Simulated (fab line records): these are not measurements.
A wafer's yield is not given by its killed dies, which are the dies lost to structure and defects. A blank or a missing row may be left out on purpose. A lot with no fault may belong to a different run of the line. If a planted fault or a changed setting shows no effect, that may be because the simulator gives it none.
The tool behind it: which one? + flow gf180mcu + 12 lots with 36 wafers sampled at 6 steps, on a route of 602 steps

== WHAT THE GAUGES SHOWED, per wafer ==
GF_NSD_OVL_MEAS_08.
| lot  | measured     | on         | NSD_OVL (nm)   |
|------|--------------|------------|----------------|
| L484 | day 13 16:31 | overlay-02 | -1.8 -2.1 -1.6 |
| L486 | day 14 06:17 | overlay-02 | -1.7 -1.4 -2.4 |
| L487 | day 14 11:28 | overlay-02 | 0.3 -0.8 1.5   |
| L496 | day 17 07:40 | overlay-01 | 0.8 -0.7 -0.7  |
| L497 | day 18 00:56 | overlay-02 | -0.7 -1.5 1.3  |
| L498 | day 18 04:55 | overlay-02 | -1.4 -1.2 -0.4 |
| L499 | day 18 13:22 | overlay-01 | 0.8 0.5 2.8    |
| L501 | day 19 03:52 | overlay-01 | -1.0 0.1 -1.6  |
| L503 | day 19 23:05 | overlay-01 | -1.7 0.7 -2.6  |
| L504 | day 20 08:13 | overlay-01 | 2.2 0.9 -0.2   |
| L505 | day 20 14:28 | overlay-02 | -0.4 -1.7 -1.1 |
| L506 | day 21 00:41 | overlay-02 | -0.8 -0.4 -0.3 |

GF_SAB_OVL_MEAS_10.
| lot  | measured     | on         | SAB_OVL (nm)  |
|------|--------------|------------|---------------|
| L484 | day 15 11:26 | overlay-01 | 0.7 0.8 1.3   |
| L486 | day 16 02:10 | overlay-01 | -0.5 0.6 0.8  |
| L487 | day 16 08:22 | overlay-02 | -0.3 2.0 1.2  |
| L496 | day 19 07:48 | overlay-02 | 0.0 -0.3 0.5  |
| L497 | day 20 02:11 | overlay-02 | -0.3 0.5 2.1  |
| L498 | day 20 06:56 | overlay-02 | 1.1 0.9 0.5   |
| L499 | day 20 14:46 | overlay-01 | 1.2 1.9 1.2   |
| L501 | day 21 05:16 | overlay-01 | 1.3 0.9 1.7   |
| L503 | day 21 23:44 | overlay-02 | 2.6 1.2 2.3   |
| L504 | day 22 08:15 | overlay-02 | 1.0 2.2 1.0   |
| L505 | day 22 14:28 | overlay-02 | -0.1 0.1 -0.3 |
| L506 | day 23 00:48 | overlay-01 | -0.1 -0.9 0.5 |

GF_SALICIDE_RS_MEAS_04: measures by four-point-probe.
| lot  | measured     | on           | SALICIDE_TIN_RS (ohm/sq)      |
|------|--------------|--------------|-------------------------------|
| L484 | day 15 12:01 | filmMetro-03 | 16.2 16.8 15.9                |
| L486 | day 16 02:37 | filmMetro-02 | 15.8 16.6 15.7                |
| L487 | day 16 08:49 | filmMetro-02 | 16.7 16.6 16.4                |
| L496 | day 19 08:15 | filmMetro-04 | 16.6 15.1 16.2 16.6 15.0 16.2 |
| L497 | day 20 02:38 | filmMetro-02 | 16.8 16.6 16.7                |
| L498 | day 20 07:22 | filmMetro-02 | 16.6 17.0 16.9                |
| L499 | day 20 15:24 | filmMetro-02 | 16.7 16.8 16.7                |
| L501 | day 21 05:41 | filmMetro-04 | 17.1 16.3 17.3                |
| L503 | day 22 00:11 | filmMetro-04 | 16.7 16.6 16.6                |
| L504 | day 22 08:41 | filmMetro-04 | 16.8 16.5 16.1                |
| L505 | day 22 14:56 | filmMetro-02 | 16.0 16.5 16.2                |
| L506 | day 23 01:15 | filmMetro-02 | 16.7 16.2 16.3                |

GF_SALICIDE_THK_MEAS_05: measures by xrf.
| lot  | measured     | on           | SALICIDE_TIN_THK (nm)         |
|------|--------------|--------------|-------------------------------|
| L484 | day 15 12:08 | filmMetro-03 | 19.9 19.9 20.8                |
| L486 | day 16 02:43 | filmMetro-02 | 20.2 20.1 20.8                |
| L487 | day 16 08:56 | filmMetro-02 | 20.3 20.1 20.3                |
| L496 | day 19 15:02 | filmMetro-04 | 20.3 26.5 20.0 20.2 26.4 20.2 |
| L497 | day 20 02:44 | filmMetro-02 | 20.0 20.2 20.1                |
| L498 | day 20 07:29 | filmMetro-02 | 19.7 20.1 19.6                |
| L499 | day 20 15:29 | filmMetro-02 | 20.4 20.4 19.8                |
| L501 | day 21 05:48 | filmMetro-04 | 19.7 19.7 19.6                |
| L503 | day 22 00:17 | filmMetro-04 | 20.0 20.4 20.3                |
| L504 | day 22 08:48 | filmMetro-04 | 20.4 20.8 20.7                |
| L505 | day 22 15:03 | filmMetro-02 | 20.7 20.5 20.2                |
| L506 | day 23 01:22 | filmMetro-02 | 19.4 19.7 19.5                |

== WHICH TOOL RAN EACH LOT (tool, then ch and the chambers of the sampled wafers, then the start) ==
| lot  | GF_PSD_STRIP_10                     | GF_SALICIDE_SPUTTER_03      |
|------|-------------------------------------|-----------------------------|
| L484 | plasmaAsher-03 ch 0,1, day 14 13:43 | pvdSputter-04, day 15 11:59 |
| L486 | plasmaAsher-03 ch 0,1, day 15 04:07 | pvdSputter-04, day 16 02:34 |
| L487 | plasmaAsher-03 ch 0,1, day 15 09:52 | pvdSputter-04, day 16 08:47 |
| L496 | plasmaAsher-01 ch 1, day 18 07:43   | pvdSputter-04, day 19 08:12 |
| L497 | plasmaAsher-01 ch 0,1, day 19 01:13 | pvdSputter-03, day 20 02:35 |
| L498 | plasmaAsher-01 ch 0,1, day 19 05:50 | pvdSputter-03, day 20 07:19 |
| L499 | plasmaAsher-01 ch 0,1, day 19 14:34 | pvdSputter-03, day 20 15:10 |
| L501 | plasmaAsher-04 ch 0,1, day 20 04:31 | pvdSputter-02, day 21 05:40 |
| L503 | plasmaAsher-01 ch 0,1, day 20 23:52 | pvdSputter-02, day 22 00:08 |
| L504 | plasmaAsher-04 ch 0,1, day 21 08:41 | pvdSputter-03, day 22 08:38 |
| L505 | plasmaAsher-04 ch 0,1, day 21 15:01 | pvdSputter-04, day 22 14:54 |
| L506 | plasmaAsher-04 ch 0,1, day 22 01:23 | pvdSputter-04, day 23 01:13 |
- GF_PSD_STRIP_10: strips in O2/N2.
- GF_SALICIDE_SPUTTER_03: material TiN, target thk 20 nm, time 16.7 s.

== WHAT THE TOOLS THEMSELVES READ (means of the sampled wafers that have a number; where no wafer has one, the mark that the record gives instead) ==
GF_PSD_STRIP_10.
| lot  | tool           | drypumpMotorCurrentA (A) | heaterPowerW (W) | oesProductAu (a.u.) | stripTimeToEndpointS (s) |
|------|----------------|--------------------------|------------------|---------------------|--------------------------|
| L484 | plasmaAsher-03 | 5.5                      | 312              | 0.593               | 16.52                    |
| L486 | plasmaAsher-03 | 5.5                      | 311              | 0.596               | 16.50                    |
| L487 | plasmaAsher-03 | 5.6                      | 312              | 0.596               | 16.48                    |
| L496 | plasmaAsher-01 | 5.5                      | 323              | 0.591               | 16.49                    |
| L497 | plasmaAsher-01 | 5.9                      | 339              | 0.592               | 16.55                    |
| L498 | plasmaAsher-01 | 6.1                      | 357              | 0.588               | 16.50                    |
| L499 | plasmaAsher-01 | 5.9                      | 339              | 0.589               | 16.53                    |
| L501 | plasmaAsher-04 | 5.7                      | 326              | 0.595               | 16.48                    |
| L503 | plasmaAsher-01 | 6.1                      | 357              | 0.592               | 16.46                    |
| L504 | plasmaAsher-04 | 6.0                      | 361              | 0.591               | 16.63                    |
| L505 | plasmaAsher-04 | 5.7                      | 331              | 0.591               | 16.63                    |
| L506 | plasmaAsher-04 | 6.0                      | 366              | 0.595               | 16.51                    |

GF_SALICIDE_SPUTTER_03.
| lot  | tool          | cathodeDcPowerW (W) | throttleValvePct (%) |
|------|---------------|---------------------|----------------------|
| L484 | pvdSputter-04 | 6499.3              | 29.6                 |
| L486 | pvdSputter-04 | 6499.0              | 30.7                 |
| L487 | pvdSputter-04 | 6499.9              | 30.7                 |
| L496 | pvdSputter-04 | 7205.9              | 30.7                 |
| L497 | pvdSputter-03 | 6500.4              | 30.3                 |
| L498 | pvdSputter-03 | 6499.9              | 31.2                 |
| L499 | pvdSputter-03 | 6500.4              | 29.4                 |
| L501 | pvdSputter-02 | 6501.8              | 30.8                 |
| L503 | pvdSputter-02 | 6499.7              | 30.8                 |
| L504 | pvdSputter-03 | 6500.8              | 29.9                 |
| L505 | pvdSputter-04 | 6500.8              | 30.9                 |
| L506 | pvdSputter-04 | 6499.3              | 29.6                 |

== THE ANSWER, worked out from the rows above alone ==
Rule: the usual values come from the lots themselves. The widest of any qualifying gaps counts: lots, ordered by their means at a reading, are off when they make up no more than a third of the lots, leave a main group of 4 or more, and stand apart from it by 3 or more times the standard deviation of that group's means. The tables above print the reading to a certain number of digits; a main group whose means all agree to those digits is not used. Also off: a lot with no number at a reading for which 4 or more lots have one. Any other lot the step has rows for is counted as sound. First the gauges in route order, then the tools' own readings, where a lot's mean is used as printed above. The first step at which some lot is off is used, and at that step the reading that is off furthest; a lot without a number counts as furthest.
Off: L496, at GF_SALICIDE_THK_MEAS_05 (SALICIDE_TIN_THK). For the main group the mean is 20.1 nm and the standard deviation 0.32.
If a tool, at a process step before that reading, ran all the lots that are off and no sound lot after the first of them, it fits. Not tried: the gauges at GF_SALICIDE_THK_MEAS_05; whatever is off there is also off at GF_SALICIDE_SPUTTER_03, on other tools, and gauge error can't account for it. No candidate that was tried fits.

== WHAT THE SIMULATOR PUT IN ==
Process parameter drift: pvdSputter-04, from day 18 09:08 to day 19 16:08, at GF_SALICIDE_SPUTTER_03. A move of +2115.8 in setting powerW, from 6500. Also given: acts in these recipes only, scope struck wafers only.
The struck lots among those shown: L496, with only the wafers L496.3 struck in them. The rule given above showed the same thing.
